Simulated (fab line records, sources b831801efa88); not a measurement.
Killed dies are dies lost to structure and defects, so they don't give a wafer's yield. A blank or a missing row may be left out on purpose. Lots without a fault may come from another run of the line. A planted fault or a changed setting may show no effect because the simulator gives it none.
One fault seen from 2 desks | flow sfq_line | each desk has only its own numbers; what lay behind them comes last

THE TOOL OWNER'S DESK: cmp-01
The tool's own readings at SFQ_TRILAYER_I4_CMP_CMP_100 (polishes SiO2): means of the sampled wafers that have a number, for each lot that ran on this tool. A lot is out of limits, marked OUT, if its mean lies more than 4 standard deviations from the usual mean; the brackets give that distance.
Columns: A = motor_current_A at SFQ_TRILAYER_I4_CMP_CMP_100, usual 9.9 A; B = slurry_filter_dp_kPa at SFQ_TRILAYER_I4_CMP_CMP_100, usual 13.49 kPa; C = time_to_endpoint_s at SFQ_TRILAYER_I4_CMP_CMP_100, usual 212 s
lot  | first seen here | A    | B     | C
L455 | day 39 15:11    | 9.8  | 13.58 | 208
L458 | day 44 15:50    | 10.5 | 13.60 | 207
L459 | day 44 21:50    | 11.1 | 13.53 | 214
L460 | day 45 00:50    | 10.4 | 13.45 | 213
L470 | day 52 19:18    | 9.6  | 13.63 | 222
L474 | day 57 23:47    | 10.4 | 13.47 | 203
This desk's finding: nothing out of limits on any of the 6 lots.

THE METROLOGY DESK
What the gauges read, lot by lot, whatever tool the lot ran on: means of the sampled wafers that have a number. A lot is out of limits, marked OUT, if its mean lies more than 4 standard deviations from the usual mean; the brackets give that distance.
Columns: A = M1_OVL at SFQ_M1_OVL_MEAS_911, usual 0 nm; B = I4_BOW at SFQ_I4_BOW_MEAS_927, usual 5 um; C = R5_OVL at SFQ_R5_OVL_MEAS_935, usual -2 nm
lot  | first seen here | A  | B  | C
L455 | day 16 00:35    | 0  | 16 | 5
L456 | day 16 05:19    | 2  | -1 | -5
L458 | day 16 21:02    | 3  | 20 | -1
L459 | day 17 17:49    | 2  | 10 | -5
L460 | day 18 08:01    | -3 | 11 | 1
L461 | day 19 02:02    | -2 | 10 | -1
L462 | day 19 08:01    | -1 | 5  | -10
L470 | day 27 21:56    | -5 | 9  | 2
L471 | day 28 09:56    | 2  | 6  | -15
L472 | day 28 15:56    | -4 | 6  | 2
L473 | day 28 18:20    | -3 | 1  | -4
L474 | day 29 01:32    | -1 | 9  | 1
L475 | day 29 09:56    | 0  | 12 | -8
L478 | day 30 22:31    | 1  | 8  | -1
This desk's finding: nothing out of limits on any of the 14 lots.

PUT TOGETHER
The tool owner's desk saw nothing out of limits.
The metrology desk saw nothing out of limits.

WHAT THE SIMULATOR HAD PUT IN
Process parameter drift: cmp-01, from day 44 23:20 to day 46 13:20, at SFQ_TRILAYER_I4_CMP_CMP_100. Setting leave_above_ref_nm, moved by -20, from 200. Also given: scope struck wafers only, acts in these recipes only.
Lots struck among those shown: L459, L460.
